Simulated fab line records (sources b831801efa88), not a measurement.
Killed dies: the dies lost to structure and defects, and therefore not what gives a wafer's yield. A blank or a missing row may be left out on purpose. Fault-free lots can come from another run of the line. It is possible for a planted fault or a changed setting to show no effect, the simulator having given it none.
fab line records ; flow sky130
[record] lots = 4; wafers = 12; last-day = 49
route steps=708 shown METAL1@448 VIA1@458 METAL2@483 PAD_OPEN@708
lots that met no fault: taken from a fault-free run of the same line
start-h: hours from the record's first day to the start of the lot's first wafer shown ; wait-h: hours elapsed since this lot's preceding step ; " the same as in the row above ; L1.1+2: a single row standing in for several wafers ; - either no value or no given start ; * or withheld: withheld ; < > ~ a bound
route shown NAME@n: names a module that has steps shown in the file, with the first one's number in the route ; usual: average and standard deviation across the fault-free wafers ; same: alike in all rows ; chamber/n: place in a boat ; sites: per-site readings ; _std_site: the values' standard deviation ; _edge_site: outer sites' mean less inner sites' ; radius-mm: how far each site lies from the wafer's centre ; mask NAME#n: copy n ; behind: the last tool/chamber to shape the wafer ; hold: the reason the lot was held/the length of the hold in hours/how it ended ; device: which transistor (n, p or np) failed to switch ; end of line: the same wafers' tests at the end of the route ; a step given without rows: its recipe and nothing more ; killed: count of dies lost to structure and defects at first sort (not the wafer's yield) ; map: per-die view of a wafer (x killed, . not killed, _ where there is no die)
set.NAME: the run value of the setting; set.NAME@STEP: its run value at that earlier step ; model.NAME: the simulator's own value behind a step, which no gauge read
lots seen at some steps along the route; tables by step, rows by wafer
services: when a tool's chamber went out of use (start-h, in hours from the record's first day, below 0 if earlier), for how many hours, and the reason
[[steps]]
[step SKY_METAL1_DEVELOP_14]
[recipe] develop-time-s = 60; resist = KrF-thick; dev-temp-c = 21
[step SKY_METAL1_DESCUM_17]
[recipe] chemistry = O2; source-power-w = 150; bias-power-w = 0; pressure-mtorr = 10; temp-c = 40; time-s = 8
[step SKY_METAL1_ETCH_18]
[recipe] chemistry = N2/H2; target = BARC; ion-energy-ev = 200; bias-w = 100; pressure-mtorr = 30; n2-flow-sccm = 100; h2-flow-sccm = 200; icp-w = 500; stop-on = SiO2; time-s = 45.9; target-depth-a = 600
[step SKY_METAL1_METAL_ETCH_19]
[recipe] target-depth-a = 3600; stop-on = SiO2; over-etch-frac = 0.3; time-s = 78; chemistry = Cl2/BCl3; resist-sidewall-deg = 88; pressure-mtorr = 10; icp-w = 900; bias-w = 48.5; Cl2_flow_sccm = 60; bcl3-flow-sccm = 30
[step SKY_METAL1_STRIP_20]
[recipe] chemistry = O2/N2; power-w = 1400; pressure-mtorr = 1500; platen-temp-c = withheld; o2-flow-sccm = 3000; n2-flow-sccm = 300; overash-fraction = 0.5
[step SKY_METAL1_STRIP_21]
[recipe] chemistry = post-etch-residue-remover; time-s = 1200; temp-c = 72.5
[step SKY_METAL1_CLEAN_22]
[recipe] chemistry = IPA; time-s = 180; temp-c = 25
[step SKY_METAL1_CLEAN_23]
[recipe] chemistry = O3/DIW; dry = n2-spin
[step SKY_VIA1_HDPCVD_00]
[recipe] material = SiO2; target-thk-nm = 1030; sigma-open-frac = 0.3; time-s = 171.7; temp-c = 400; sih4-flow-sccm = 60; pressure-mtorr = 6
[step SKY_VIA1_CMP_02]
[recipe] material = SiO2; down-force-psi = 4; platen-rpm = 60; pad-velocity-m-s = 0.94248
[usual] motor-current-A = 12.1/1
lot.wafer;tool;chamber;start-h;wait-h;motor-current-A;model.SiO2_of_VIA1_HDPCVD_00.thk-nm
L650.4;cmp-01;3;786.75;0.0;14.0;339.2
L650.3;cmp-01;1;786.75;0.0;11.2;337.9
L650.5;cmp-01;3;786.75;0.0;12.9;339.7
L660.1;cmp-01;1;879.23;0.1;12.1;585.4
L660.3;cmp-01;3;879.23;0.1;12.3;340
L660.6;cmp-01;0;879.23;0.1;10.3;340.3
L662.4;cmp-01;3;883.47;0.1;12.7;591.6
L662.1;cmp-01;1;883.47;0.1;12.4;592
L662.5;cmp-01;2;883.47;0.1;12.1;584.9
L666.3;cmp-02;2;909.92;0.1;11.8;342.1
L666.2;cmp-02;3;909.92;0.1;12.8;341.3
L666.6;cmp-02;1;909.92;0.1;12.5;341.3
[step SKY_VIA1_DEHYDRATE_04]
[recipe] temp-c = 200; time-s = 60
[step SKY_VIA1_HMDS_05]
[recipe] prime-time-s = 60; prime-temp-c = 120
[step SKY_VIA1_COAT_06]
[recipe] resist = BARC; temp-c = withheld; time-s = withheld; spin-rpm = 3000; resist-thk-nm = 60
[step SKY_VIA1_COAT_07]
[recipe] resist = KrF-thick; spin-rpm = 3000; resist-thk-nm = 450
[step SKY_VIA1_SOFTBAKE_08]
[recipe] temp-c = 100; time-s = 90; resist = KrF-thick
[step SKY_VIA1_EXPOSE_09]
[recipe] mask-id = VIM; na = 0.8; source-shape = annular; sigma-inner = 0.55; sigma-outer = 0.85; target-cd-nm = 150; dose-mj = 38
[step SKY_VIA1_PEB_10]
[recipe] peb-temp-c = withheld; peb-time-s = withheld; resist = KrF-thick
[step SKY_VIA1_DEVELOP_11]
[recipe] develop-time-s = 60; resist = KrF-thick; dev-temp-c = 21
[step SKY_VIA1_ETCH_14]
[recipe] chemistry = N2/H2; target = BARC; ion-energy-ev = 200; source-w = 500; bias-w = 100; pressure-mtorr = 30; n2-flow-sccm = 100; h2-flow-sccm = 200; stop-on = SiO2; time-s = 45.9; target-depth-a = 600
[step SKY_VIA1_ETCH_15]
[recipe] target = SiO2; chemistry = C4F8/O2/Ar; target-depth-nm = 351; stop-on = TiN; mask-material = KrF-thick; source-w = 1500; bias-w = 1200; pressure-mtorr = 40; c4f8-flow-sccm = withheld; O2_flow_sccm = 6; Ar_flow_sccm = 300; time-s = 54
[usual] oes-product-au = 0.974/0.006
lot.wafer;tool;chamber;start-h;wait-h;oes-product-au;rf-hours-counter-h;model.etch.depth-nm;model.VIA1.feature-depth-nm
L650.3;rie-diel-03;1;814.21;0.0;0.976;9;337.9;337.9
L650.4;rie-diel-03;1;814.21;0.0;0.976;-;339.2;339.2
L650.5;rie-diel-03;2;814.21;0.0;0.975;-;339.7;339.7
L660.1;rie-diel-01;2;905.36;0.0;1.032;20;360.1;360.1
L660.3;rie-diel-01;1;905.36;0.0;0.971;5;340;340
L660.6;rie-diel-01;1;905.36;0.0;0.971;-;340.3;340.3
L662.1;rie-diel-03;3;909.27;0.0;1.007;14;349.5;349.5
L662.4;rie-diel-03;0;909.27;0.0;0.987;13;345.2;345.2
L662.5;rie-diel-03;2;909.27;0.0;0.977;-;339.1;339.1
L666.2;rie-diel-03;1;934.85;0.0;0.973;12;341.3;341.3
L666.3;rie-diel-03;3;934.85;0.0;0.977;15;342.1;342.1
L666.6;rie-diel-03;1;934.85;0.0;0.980;-;341.3;341.3
[step SKY_VIA1_STRIP_16]
[recipe] chemistry = O2/N2; power-w = 1400; pressure-mtorr = 1500; platen-temp-c = withheld; o2-flow-sccm = 3000; n2-flow-sccm = 300; overash-fraction = 0.5
[step SKY_VIA1_STRIP_17]
[recipe] chemistry = post-etch-residue-remover; time-s = 1200; temp-c = 72.5
[step SKY_VIA1_CLEAN_18]
[recipe] chemistry = IPA; time-s = 180; temp-c = 25
[step SKY_VIA1_CLEAN_19]
[recipe] chemistry = O3/DIW; dry = n2-spin
[step SKY_VIA1_SPUTTER_20]
[recipe] material = TiN; target-thk-nm = 20; chamber-pressure-pa = 5; power-w = 4000; time-s = 80
[step SKY_VIA1_CVD_21]
[recipe] material = W; target-thk-nm = 270; time-s = 80.902; temp-c = 400; pressure-torr = 40
[step SKY_VIA1_CMP_24]
[recipe] stop-on = SiO2; t-overpolish-s = 15; down-force-psi = 3.5; platen-rpm = 60; target-thk-nm = 0; pad-velocity-m-s = 0.94248
[step SKY_METAL2_SPUTTER_00]
[recipe] material = Ti; target-thk-nm = 15; power-w = 3000; time-s = 10; chamber-pressure-pa = 0.4
[step SKY_METAL2_SPUTTER_01]
[recipe] material = TiN; target-thk-nm = 20; power-w = 6500; time-s = 16.7; chamber-pressure-pa = 0.4
[step SKY_METAL2_SPUTTER_02]
[recipe] material = AlCu; target-thk-nm = 250; power-w = 10600; time-s = 13.3; chamber-pressure-pa = 0.4
[step SKY_METAL2_SPUTTER_03]
[recipe] material = Ti; target-thk-nm = 5; power-w = 3000; time-s = 3.3; chamber-pressure-pa = 0.4
[step SKY_METAL2_SPUTTER_04]
[recipe] material = TiN; target-thk-nm = 70; power-w = 6684; time-s = 58.3; chamber-pressure-pa = 0.4
[step SKY_METAL2_METAL_ETCH_19]
[recipe] target-depth-a = 3600; stop-on = SiO2; over-etch-frac = 0.3; time-s = 78; chemistry = Cl2/BCl3; resist-sidewall-deg = 88; pressure-mtorr = 10; icp-w = 900; bias-w = 48.5; Cl2_flow_sccm = 60; bcl3-flow-sccm = 30
[usual] drypump-motor-current-A = 5.9/0.56; oes-product-au = 0.856/0.0057; throttle-valve-pct = 22.265/0.0094
[same] over-etch-frac = 0.3
lot.wafer;tool;chamber;start-h;wait-h;drypump-motor-current-A;oes-product-au;rf-hours-counter-h;throttle-valve-pct;model.SiO2_of_VIA1_HDPCVD_00.thk-nm
L650.3;rie-metal-04;0;848.58;0.1;5.0;0.856;-;22.282;323.6
L650.4;rie-metal-04;1;848.58;0.1;6.5;0.864;-;22.263;325.2
L650.5;rie-metal-04;0;848.58;0.1;5.0;0.855;-;22.247;325.4
L660.1;rie-metal-02;1;931.50;0.0;5.9;0.861;9;22.264;571.3
L660.3;rie-metal-02;0;931.50;0.0;6.2;0.861;-;22.272;325.7
L660.6;rie-metal-02;1;931.50;0.0;5.9;0.859;-;22.264;326
L662.1;rie-metal-04;1;936.09;0.0;6.5;0.858;6;22.254;578
L662.4;rie-metal-04;0;936.09;0.0;5.0;0.856;-;22.252;577.2
L662.5;rie-metal-04;0;936.09;0.0;5.0;0.862;-;22.270;570.6
L666.2;rie-metal-02;0;961.67;0.0;6.2;0.853;3;22.250;326.9
L666.3;rie-metal-02;0;961.67;0.0;6.2;0.848;-;22.247;327.6
L666.6;rie-metal-02;0;961.67;0.0;6.2;0.853;-;22.283;326.9
[step SKY_PAD_OPEN_PROBE_99]
[usual] defect-limited-yield = 82.4/1.9; killed_at_M0_to_M3 = 44/6.5; killed_at_M4_up = 3.0/1.5; killed-at-contacts = 25/5.1; killed-at-front-end = 14/4.1; killed-at-other = 0.3/0.57; killed-dies = 87/9.5; killed-open = 48/6.8; killed-short = 39/6.2
[same] gross-dies = 492; killed-at-back-side = 0
lot.wafer;tool;chamber;start-h;wait-h;defect-limited-yield[%];killed_at_M0_to_M3;killed_at_M4_up;killed-at-contacts;killed-at-front-end;killed-at-other;killed-dies;killed-open;killed-short;model.etest.tester.sort-n-pass;model.etest.tester.sort_bin_5_pct;model.etest.tester.sort-yield-pct;model.etest.nfet_16v.under-floor;model.etest.nfet_01v8.open;model.etest.res-high-po.open;model.etest.nfet-g5v0d10v5.under-floor;model.etest.li-comb.under-floor
L650.3;prober-01;-;1097.25;0.2;85.0;38;3;20;13;0;74;47;26;418;8.537;84.96;0;0;0;0;0
L650.4;prober-01;-;1097.30;0.2;81.9;46;4;23;15;1;89;49;39;403;11.18;81.91;0;0;0;0;0
L650.5;prober-01;-;1097.35;0.2;81.5;51;2;26;12;0;91;50;41;401;11.59;81.5;0;0;0;0;0
L660.1;prober-01;-;1163.46;0.1;81.9;46;4;24;15;0;89;54;33;0;93.29;0;1;1;1;1;1
L660.3;prober-01;-;1163.56;0.2;83.9;41;0;22;16;0;79;43;36;413;9.959;83.94;0;0;0;0;0
L660.6;prober-01;-;1163.71;0.2;80.7;57;1;24;11;2;95;50;45;397;10.98;80.69;0;0;0;0;0
L662.1;prober-02;-;1164.76;0.1;83.9;44;4;15;16;0;79;45;34;0;93.09;0;1;1;1;1;1
L662.4;prober-02;-;1164.91;0.2;79.3;48;3;32;19;0;102;49;53;0;91.06;0;1;1;1;1;1
L662.5;prober-02;-;1164.96;0.2;78.3;57;4;34;12;0;107;61;46;0;90.04;0;1;1;1;1;1
L666.2;prober-01;-;1186.16;0.1;85.4;28;3;28;13;0;72;44;28;420;8.333;85.37;0;0;0;0;0
L666.3;prober-01;-;1186.21;0.2;85.0;40;2;19;13;0;74;42;32;418;9.959;84.96;0;0;0;0;0
L666.6;prober-01;-;1186.36;0.2;82.9;47;3;24;10;0;84;40;44;408;10.98;82.93;0;0;0;0;0
// killed by level:class
L650.3 VIA1:geometric-particle:open=8 VIA2:geometric-particle:open=8 FIELD_ISO:geometric-particle:open=6 LI_CONTACT:geometric-particle:open=6 CONTACT:geometric-particle:open=6 VIA3:geometric-particle:open=6 METAL1:geometric-particle:short=4 VIA1:geometric-particle:short=4
L650.4 VIA1:geometric-particle:open=11 LI_CONTACT:geometric-particle:open=10 CONTACT:geometric-particle:open=7 VIA2:geometric-particle:open=7 POLY_GATE:geometric-particle:short=6 VIA3:geometric-particle:open=6 METAL3:geometric-particle:short=5 VIA3:geometric-particle:short=5
L650.5 VIA3:geometric-particle:open=12 VIA1:geometric-particle:open=11 CONTACT:geometric-particle:open=10 METAL1:geometric-particle:short=8 METAL2:geometric-particle:short=7 CONTACT:geometric-particle:short=6 VIA2:geometric-particle:open=6 FIELD_ISO:geometric-particle:short=4
L660.1 VIA3:geometric-particle:open=10 LI_CONTACT:geometric-particle:open=9 VIA1:geometric-particle:open=9 CONTACT:geometric-particle:open=8 VIA2:geometric-particle:open=7 VIA2:geometric-particle:short=5 METAL1:geometric-particle:short=5 POLY_GATE:geometric-particle:open=4
L660.3 CONTACT:geometric-particle:open=13 VIA1:geometric-particle:open=10 METAL1:geometric-particle:short=6 VIA3:geometric-particle:open=5 METAL1:geometric-particle:open=4 VIA1:geometric-particle:short=4 VIA2:geometric-particle:open=4 FIELD_ISO:geometric-particle:short=3
L660.6 VIA1:geometric-particle:open=21 METAL2:geometric-particle:short=10 LOCAL_INTERCONNECT:geometric-particle:short=8 LI_CONTACT:geometric-particle:open=7 POLY_GATE:geometric-particle:short=6 CONTACT:geometric-particle:open=6 VIA1:geometric-particle:short=6 VIA2:geometric-particle:open=6
L662.1 VIA1:geometric-particle:open=13 FIELD_ISO:geometric-particle:open=7 VIA2:geometric-particle:open=7 CONTACT:geometric-particle:open=7 VIA2:geometric-particle:short=7 FIELD_ISO:geometric-particle:short=6 CONTACT:geometric-particle:short=4 METAL1:geometric-particle:short=4
L662.4 CONTACT:geometric-particle:open=9 LI_CONTACT:geometric-particle:open=8 VIA1:geometric-particle:open=8 METAL2:geometric-particle:short=7 POLY_GATE:geometric-particle:open=6 POLY_GATE:geometric-particle:short=6 CONTACT:geometric-particle:short=6 METAL1:geometric-particle:short=5
L662.5 CONTACT:geometric-particle:open=19 METAL2:geometric-particle:short=13 VIA1:geometric-particle:open=12 VIA2:geometric-particle:open=9 LI_CONTACT:geometric-particle:open=7 VIA1:geometric-particle:short=5 VIA2:geometric-particle:short=5 FIELD_ISO:geometric-particle:short=4
L666.2 LI_CONTACT:geometric-particle:open=12 CONTACT:geometric-particle:open=9 VIA2:geometric-particle:open=7 METAL1:geometric-particle:short=5 FIELD_ISO:geometric-particle:short=4 FIELD_ISO:geometric-particle:open=4 VIA1:geometric-particle:open=4 LI_CONTACT:geometric-particle:short=3
L666.3 LI_CONTACT:geometric-particle:open=10 METAL1:geometric-particle:short=8 METAL2:geometric-particle:short=7 VIA2:geometric-particle:open=7 VIA1:geometric-particle:open=6 CONTACT:geometric-particle:open=6 VIA1:geometric-particle:short=6 POLY_GATE:geometric-particle:open=4
L666.6 VIA1:geometric-particle:open=9 VIA1:geometric-particle:short=8 CONTACT:geometric-particle:open=8 VIA2:geometric-particle:open=8 METAL1:geometric-particle:short=7 LI_CONTACT:geometric-particle:open=5 CONTACT:geometric-particle:short=5 VIA3:geometric-particle:open=4
[[services]]
tool;chamber;start-h;hours;kind
cmp-02;-;763.45;4.6;pm
rie-metal-02;1;771.68;11.1;repair
rie-metal-04;1;772.44;-;clean
rie-metal-04;1;772.44;19.8;scheduled-down
rie-metal-04;1;772.44;19.8;vent-cycle
rie-diel-03;-;787.91;1.1;repair
cmp-02;-;798.26;6.1;repair
cmp-02;-;801.93;0.5;repair
rie-diel-03;0;811.39;5.6;repair
cmp-01;-;819.60;4.5;pm
rie-metal-02;1;827.87;8.8;repair
cmp-01;-;840.28;1.9;repair
cmp-02;-;857.17;2.1;repair
rie-diel-01;0;858.52;6.9;repair
rie-diel-03;0;865.09;4.3;repair
rie-diel-03;2;869.54;1.7;repair
rie-diel-03;-;869.75;2.8;pm
rie-metal-02;0;885.18;-;clean
rie-metal-02;0;885.18;21.0;scheduled-down
cmp-02;-;912.00;4.0;pm
rie-diel-01;2;912.47;45.0;repair
cmp-02;-;934.04;22.8;pm
rie-metal-02;-;936.99;10.0;pm
cmp-01;-;959.63;1.4;repair
[[key]]
[first-sign] step = SKY_VIA1_ETCH_15; reading = oes-product-au; direction = up; sigmas = 4.6; usual = 0.974; struck = 1.001; wafers-moved = 3
effect none on later readings
[model-effect] step = SKY_VIA1_CMP_02; value = SiO2_of_VIA1_HDPCVD_00.thk-nm; without = 339.8; struck = 588.5
[model-effect] step = SKY_VIA1_ETCH_15; value = etch.depth-nm; without = 339.6; struck = 348.5
[model-effect] step = SKY_METAL2_METAL_ETCH_19; value = SiO2_of_VIA1_HDPCVD_00.thk-nm; without = 325.6; struck = 574.3
[model-effect] step = SKY_PAD_OPEN_PROBE_99; value = etest.tester.sort-n-pass; without = 397.8; struck = 0
met-at SKY_VIA1_CMP_02
struck-wafers L660.1,L662.1,L662.4,L662.5
onset-between 786.75 879.23
[fault] kind = process-parameter-drift; tool = cmp-01; chamber = -; onset-h = 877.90; steps = SKY_VIA1_CMP_02; channel = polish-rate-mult; offset = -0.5; shape = step; end-h = 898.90; scope = struck-wafers-only
